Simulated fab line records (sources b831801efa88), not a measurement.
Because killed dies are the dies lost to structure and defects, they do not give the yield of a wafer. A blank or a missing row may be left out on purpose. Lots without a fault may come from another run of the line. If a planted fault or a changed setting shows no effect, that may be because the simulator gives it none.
Which of the tools did it?	flow gf180mcu	7 lots with 21 wafers sampled at 2 steps, on a route of 602 steps

WHAT EACH GAUGE READ, for each wafer
GF_POLY_GATE_CD_MEAS_10: the cd target is 280 nm.
lot	measured	on	cd nm (nm)
L304	day 9 11:27	cd sem-01	280.5 280.7 279.3
L306	day 9 23:33	cd sem-01	278.2 279.3 278.6
L308	day 10 16:30	cd sem-02	279.1 279.1 280.0
L310	day 11 02:29	cd sem-02	279.0 279.6 280.2
L314	day 12 10:37	cd sem-01	280.1 281.9 281.7
L316	day 13 00:37	cd sem-02	203.3 247.9 189.5 203.2 247.8 189.6
L326	day 16 02:04	cd sem-02	278.6 278.6 278.2

EACH LOT AND THE TOOL THAT RAN IT (in order: tool; ch and the chambers of the sampled wafers; start)
lot	GF_POLY_GATE_EXPOSE_07
L304	krf scanner-02 ch 0, day 9 02:35
L306	krf scanner-02 ch 0, day 9 15:01
L308	krf scanner-02 ch 0, day 10 08:04
L310	krf scanner-01 ch 0, day 10 17:11
L314	krf scanner-02 ch 0, day 12 01:20
L316	krf scanner-02 ch 0, day 12 14:35
L326	krf scanner-01 ch 0, day 15 15:01
- GF_POLY_GATE_EXPOSE_07: exposes mask Poly2, target cd 280 nm.

THE ANSWER, worked out from the rows above alone
Rule: usual is defined by the lots themselves. Put in order of their means at a reading, lots are off if they are a third of the lots or fewer, leave a main group of 4 or more, and stand apart from it by a gap of 3 or more times the standard deviation of the main group's means; of several such gaps the widest counts. Not used: any main group whose means are identical at the precision the tables above print for the reading. Also off: a lot with no number at a reading for which 4 or more lots have one. The other lots that the step has rows for count as sound.
Off at GF_POLY_GATE_CD_MEAS_10 (cd nm): L316. For the main group the mean is 279.6 nm and the standard deviation 0.92.
A tool fits if, at a process step before that reading, it ran every lot that is off, and no sound lot after the first of them. Gauges at GF_POLY_GATE_CD_MEAS_10: tried the same way as those tools. One fits: krf scanner-02 at GF_POLY_GATE_EXPOSE_07. Its last sound lot is L314 (day 12 01:20), its first lot that is off L316 (day 12 14:35): a fault that began between those two fits.

WHAT THE SIMULATOR PUT IN
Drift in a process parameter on krf scanner-02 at GF_POLY_GATE_EXPOSE_07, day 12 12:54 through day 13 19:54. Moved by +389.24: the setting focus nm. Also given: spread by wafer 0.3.
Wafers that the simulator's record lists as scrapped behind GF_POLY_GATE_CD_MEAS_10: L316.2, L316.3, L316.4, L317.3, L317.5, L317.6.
Lots struck among those shown: L316. Same finding as the rule above.
